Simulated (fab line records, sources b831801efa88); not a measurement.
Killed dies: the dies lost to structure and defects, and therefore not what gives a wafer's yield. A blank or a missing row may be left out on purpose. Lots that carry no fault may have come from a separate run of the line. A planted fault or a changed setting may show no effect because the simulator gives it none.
The same fault as seen by 2 desks    flow sky130    every desk sees just its own numbers, and what lay behind them comes last

== TOOL OWNER'S DESK, pvdSputter-04 ==
The tool's own readings at SKY_METAL1_SPUTTER_01 (material TiN, target thk 20 nm, time 16.7 s): means of the sampled wafers that have a number, for each lot that ran on this tool. Marked OUT: a lot whose mean sits more than 4 standard deviations from the usual mean, which makes it out of limits; the brackets give that distance.
Columns: A = throttleValvePct at SKY_METAL1_SPUTTER_01, usual 29.8 %
lot   first seen here  A
L930  day 34 16:21     30.4
L932  day 36 01:16     30.8
L935  day 36 10:37     30.1
L936  day 36 16:43     30.6
This desk's verdict: no lot among the 4 shows anything out of limits.

== THE METROLOGY DESK ==
What the gauges read for every lot (on any tool): the sampled wafers with a number, averaged. Marked OUT: a lot whose mean sits more than 4 standard deviations from the usual mean, which makes it out of limits; the brackets give that distance.
Columns: A = CONTACT_W_RS at SKY_CONTACT_RS_MEAS_25, usual 0.343 ohm/sq; B = CONTACT_W_THK at SKY_CONTACT_THK_MEAS_26, usual 322 nm
lot   first seen here  A      B
L926  day 34 08:58     0.345  316
L930  day 34 15:51     0.349  315
L933  day 36 00:14     0.340  324
L932  day 36 00:47     0.345  321
L935  day 36 10:11     0.346  317
L936  day 36 16:15     0.340  326
L940  day 37 21:28     0.341  323
This desk's verdict: no lot among the 7 shows anything out of limits.

== BROUGHT TOGETHER ==
The desk of the tool owner found nothing out of limits.
Nothing out of limits was seen by the metrology desk.

== WHAT WAS PUT IN BY THE SIMULATOR ==
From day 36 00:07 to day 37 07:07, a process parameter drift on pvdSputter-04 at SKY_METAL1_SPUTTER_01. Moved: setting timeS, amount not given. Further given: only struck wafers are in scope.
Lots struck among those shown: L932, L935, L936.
